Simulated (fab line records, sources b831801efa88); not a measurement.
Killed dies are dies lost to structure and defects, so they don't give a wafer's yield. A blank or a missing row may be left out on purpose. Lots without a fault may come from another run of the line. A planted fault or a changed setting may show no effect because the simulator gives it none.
Chamber matching | flow sfq_line | SFQ_TRILAYER_I6_DEP_PECVD_165 on pecvd-04: 3 sister chambers
The step deposits SiO2 from SiH4/N2O, time 111.11 s, target thk 500 nm. 6 wafers are shown with their chamber, then 9 later ones without.

WAFERS WITH THEIR CHAMBER
wafer  | chamber | heater_power_w (W) | rf_fwd_power_W (W)
L419.1 | 0       | 87                 | 182.2
L419.4 | 0       | 89                 | 182.3
L419.5 | 2       | 59                 | 182.7
L420.2 | 2       | 67                 | 183.4
L420.3 | 1       | 95                 | 181.3
L420.4 | 1       | 79                 | 181.4

WAFERS WITHOUT THEIR CHAMBER
wafer  | heater_power_w (W) | rf_fwd_power_W (W)
L421.1 | 85                 | 182.4
L421.3 | 92                 | 181.1
L421.5 | 74                 | 181.8
L422.1 | 90                 | 180.7
L422.3 | 63                 | 182.3
L422.6 | 94                 | 181.9
L423.2 | 64                 | 182.3
L423.5 | 69                 | 182.2
L423.6 | 77                 | 182.2

WHICH CHAMBER EACH WENT THROUGH
wafer  | from the rows above          | in truth
L421.1 | 0                            | 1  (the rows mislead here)
L421.3 | 1                            | 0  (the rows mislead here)
L421.5 | can't be placed: 1 or 0      | 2
L422.1 | 1                            | 1
L422.3 | can't be placed: 2 or 0      | 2
L422.6 | can't be placed: 0 or 1      | 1
L423.2 | can't be placed: 2 or 0 or 1 | 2
L423.5 | can't be placed: 0 or 2 or 1 | 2
L423.6 | can't be placed: 0 or 1 or 2 | 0
Placed correctly: 1 of 9. Can't be placed from these rows: 6 (the true chamber is among the candidates in 5). Placed wrongly: 2.
How it was worked out, from the rows above alone: a wafer's distance from a chamber is the root of the sum, over the readings, of the square of ((its reading less the chamber's mean) divided by the reading's scatter). The wafer belongs to the nearest chamber; if the next one is less than 2 further off, it can't be placed. A chamber's mean is the mean of its shown wafers. The scatter: the root of (the sum of the squares of (reading less its chamber's mean) over the shown wafers, divided by (wafers less chambers)).
